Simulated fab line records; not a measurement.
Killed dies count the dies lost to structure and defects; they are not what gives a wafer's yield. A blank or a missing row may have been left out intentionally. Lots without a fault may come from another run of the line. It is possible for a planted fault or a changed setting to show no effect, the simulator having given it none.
Struck lot and sound lot, side by side :: flow gf180mcu :: 32 steps out of a route of 602
Sound: these wafers, L505.3, L505.5, L505.6. Wafers struck: L509.1, L509.2, L509.3. The cause is named last.
For every step that has rows: the tool of each side, followed by ch and its chambers, followed by its first start. Under that, the readings that differ: sound wafers :: struck wafers :: difference of the means :: sigmas: that difference in standard deviations of wafers without a fault.
alike: readings whose means differ by less than 2 such deviations, and words and numbers that are the same on both sides. not compared: withheld readings, readings that some wafer has no value for, bounds like >300 that may hide the same value, and numbers for which the record gives no deviation and whose values overlap.
A row with sigmas, a row that says differs or no value, or rows on one side alone: a step with any of these is where the two part. Numbers that don't overlap but have no deviation are shown without sigmas and don't part them. A reading that every wafer of one side lacks parts them only if that side has two wafers or more.

first, 1 step without rows for these wafers: GF_HV_LDD_CVD_56 (deposits Si3N4 from DCS/NH3, target thk 90 nm, time 1543 s).
GF_HV_LDD_THK_MEAS_57:
  sound on film-metro-04, day 13 03:25; struck on film-metro-01, day 14 11:40
  alike: HV_LDD_CVD_56_THK
GF_HV_LDD_ETCHBACK_58: etches Si3N4 in CH3F/O2, stops on SiO2, time 100 s, target depth 90 nm.
  sound on rie-diel-02 ch 0,1,2, day 13 03:27; struck on rie-diel-04 ch 0,2,3, day 14 11:43
  alike: O2_flow_sccm, drypump-motor-current-A, oes-product-au, throttle-valve-pct
  not compared: rf-hours-counter-h
then, 7 steps without rows for these wafers: GF_NSD_DEHYDRATE_00 (time 60 s); GF_NSD_HMDS_01 (prime time 60 s); GF_NSD_COAT_02 (resist thk 1000 nm); GF_NSD_SOFTBAKE_03 (time 60 s); GF_NSD_EXPOSE_04 (exposes mask Nplus, target cd 400 nm); GF_NSD_PEB_05; GF_NSD_DEVELOP_06 (develop time 60 s).
GF_NSD_CD_MEAS_07: target cd 400 nm.
  sound on cd-sem-02, day 13 23:45; struck on cd-sem-01, day 15 08:21
  alike: cd-nm
GF_NSD_OVL_MEAS_08:
  sound on overlay-01, day 13 23:50; struck on overlay-02, day 15 08:28
  alike: NSD_OVL
GF_NSD_IMPLANT_09:
  sound on implanter-04 ch 0, day 13 23:55; struck on implanter-02 ch 0, day 15 08:31
reading: implant-ion-amu
sound: 75 75 75
struck: 49 49 49
difference: -26
sigmas: 

reading: model.implant.rp-nm (nm)
sound: 37.73 37.73 37.73
struck: 45.22 45.22 45.22
difference: +7.49
sigmas: 

reading: model.implant.drp-nm (nm)
sound: 16.15 16.15 16.15
struck: 21.23 21.23 21.23
difference: +5.08
sigmas: 
next, for these wafers, 1 step has no rows: GF_NSD_IMPLANT_10.
GF_NSD_STRIP_11: strips in O2/N2.
  sound on plasma-asher-02 ch 0,1, day 14 00:12; struck on plasma-asher-01 ch 0,1, day 15 08:49
reading: strip-time-to-endpoint-s (s)
sound: 22.95 22.99 22.98
struck: 23.78 23.80 23.79
difference: +0.82
sigmas: +20
  alike: drypump-motor-current-A, heater-power-w, oes-product-au
  not compared: rf-hours-counter-h
GF_NSD_TW_MEAS_12:
  sound on film-metro-03, day 14 00:17; struck on film-metro-03, day 15 08:55
reading: NSD_TW
sound: 4234 4222 4207
struck: 4150 4167 4176
difference: -57
sigmas: -2
then, 7 steps without rows for these wafers: GF_PSD_DEHYDRATE_00 (time 60 s); GF_PSD_HMDS_01 (prime time 60 s); GF_PSD_COAT_02 (resist thk 1000 nm); GF_PSD_SOFTBAKE_03 (time 60 s); GF_PSD_EXPOSE_04 (exposes mask Pplus, target cd 400 nm); GF_PSD_PEB_05; GF_PSD_DEVELOP_06 (develop time 60 s).
GF_PSD_CD_MEAS_07: target cd 400 nm.
  sound on cd-sem-01, day 14 20:38; struck on cd-sem-02, day 16 05:49
reading: cd-nm (nm)
sound: 397.7 394.9 394.5
struck: 401.7 399.6 402.9
difference: +5.7
sigmas: +3
GF_PSD_OVL_MEAS_08:
  sound on overlay-01, day 14 20:44; struck on overlay-02, day 16 05:56
  alike: PSD_OVL
next, for these wafers, 1 step has no rows: GF_PSD_IMPLANT_09.
GF_PSD_STRIP_10: strips in O2/N2.
  sound on plasma-asher-03 ch 0,1, day 14 20:56; struck on plasma-asher-03 ch 0,1, day 16 06:07
reading: oes-product-au (a.u.)
sound: 0.590 0.600 0.595
struck: 0.580 0.587 0.588
difference: -0.010
sigmas: -2
  alike: drypump-motor-current-A, heater-power-w, strip-time-to-endpoint-s
  not compared: rf-hours-counter-h
GF_PSD_TW_MEAS_11:
  sound on film-metro-02, day 14 21:02; struck on film-metro-03, day 16 06:13
  alike: PSD_TW
then, 1 step without rows for these wafers: GF_PSD_CLEAN_12 (cleans in SC1/SC2, time 150 s).
GF_PSD_RTA_13: time 20 s.
  sound on rtp-anneal-01 ch 0, day 14 21:09; struck on rtp-anneal-02 ch 0, day 16 06:20
  alike: lamp-power-pct, wafer_temp_C_max
GF_PSD_RS_MEAS_14: measurement is done with a four-point probe.
  sound on film-metro-01, day 14 21:15; struck on film-metro-01, day 16 06:25
reading: NSD_RS (ohm/sq)
sound: 46.11 46.13 45.98
struck: - - -
difference: no value on the struck wafers
sigmas: 
GF_PSD_RS_MEAS_15: measurement is done with a four-point probe.
  sound on film-metro-01, day 14 21:22; struck on film-metro-01, day 16 06:32
  alike: PSD_RS

== WHERE THEY PART ==
At GF_NSD_STRIP_11 first; at GF_PSD_RS_MEAS_14 last (within this record only). Later steps at which nothing parts them and some readings are alike: GF_PSD_RS_MEAS_15.

WHY: what had been put in by the simulator
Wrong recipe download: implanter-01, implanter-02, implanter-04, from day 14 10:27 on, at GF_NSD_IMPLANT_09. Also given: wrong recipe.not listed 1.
